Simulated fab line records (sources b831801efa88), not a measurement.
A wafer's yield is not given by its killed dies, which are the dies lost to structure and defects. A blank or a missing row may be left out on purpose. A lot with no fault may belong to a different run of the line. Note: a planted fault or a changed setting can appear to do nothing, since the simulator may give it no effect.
One fault seen from 2 desks | flow gf180mcu | every desk sees just its own numbers, and what lay behind them comes last

## AT THE METROLOGY DESK
What the gauges read, lot by lot, whatever tool the lot ran on: means of the sampled wafers that have a number. If a lot's mean is further than 4 standard deviations from the usual mean, the lot is out of limits and carries the mark OUT (the distance appears in the brackets).
Columns: A = HV_LDD_OVL at GF_HV_LDD_OVL_MEAS_08, usual -0.1 nm; B = cd-nm at GF_HV_LDD_CD_MEAS_19, usual 399.9 nm
lot  | first seen here | A    | B
L559 | day 10 03:35    | 0.7  | 400.1
L560 | day 10 10:53    | 0.9  | 402.0
L561 | day 10 16:04    | -1.0 | 402.5
L562 | day 11 03:57    | -0.1 | 399.9
L563 | day 11 11:02    | -1.1 | 401.2
L566 | day 12 13:36    | -1.4 | 399.6
L568 | day 13 05:54    | -1.7 | 399.6
L571 | day 13 19:22    | -0.1 | 404.4
L572 | day 13 23:07    | -1.0 | 402.2
L573 | day 14 11:48    | -1.0 | 399.4
L576 | day 15 07:25    | 2.0  | 403.4
L577 | day 15 15:15    | 0.7  | 396.3
This desk's verdict: no lot among the 12 shows anything out of limits.

## AT THE TOOL OWNER'S DESK: rie-si-02
The tool's own readings at GF_POLY_GATE_ETCH_13 (etches poly-Si in HBr/Cl2, stops on SiO2, target depth 198.5 nm, time 69.6 s): means of the sampled wafers that have a number, for each lot that ran on this tool. If a lot's mean is further than 4 standard deviations from the usual mean, the lot is out of limits and carries the mark OUT (the distance appears in the brackets).
Columns: A = drypump-motor-current-A at GF_POLY_GATE_ETCH_13, usual 5.7 A; B = oes-product-au at GF_POLY_GATE_ETCH_13, usual 0.990 a.u.; C = throttle-valve-pct at GF_POLY_GATE_ETCH_13, usual 33.685 %
lot  | first seen here | A   | B               | C
L560 | day 9 15:49     | 5.5 | 0.983           | 33.683
L561 | day 9 20:49     | 5.4 | 0.998           | 33.682
L568 | day 12 08:11    | 6.0 | 0.984           | 33.677
L571 | day 12 21:56    | 5.8 | 0.990           | 33.686
L572 | day 13 01:22    | 5.5 | 0.841 (-22) OUT | 33.689
L576 | day 14 08:13    | 5.7 | 0.848 (-21) OUT | 33.692
L577 | day 14 16:22    | 6.0 | 0.840 (-22) OUT | 33.686
This desk's verdict: out of limits on L572, L576, L577, starting with L572 at day 13 01:22 (oes-product-au at GF_POLY_GATE_ETCH_13). L560, L561, L568, L571 stayed within limits.

## BROUGHT TOGETHER
The tool owner's desk had the chance to raise an alarm at day 13 01:22 on L572, L576, L577.
At the metrology desk, nothing out of limits was observed.
The metrology desk holds a record of L572, L576, L577, inside its limits.
All the named lots went through GF_POLY_GATE_ETCH_13 on rie-si-02.

## WHAT THE SIMULATOR HAD INSERTED
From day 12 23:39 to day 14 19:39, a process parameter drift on rie-si-02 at GF_POLY_GATE_ETCH_13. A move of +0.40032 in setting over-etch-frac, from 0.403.
Struck lots among those shown: L572, L576, L577.
Time in hours from fault onset to the first out-of-limits reading at each desk: the tool owner's desk, 2.
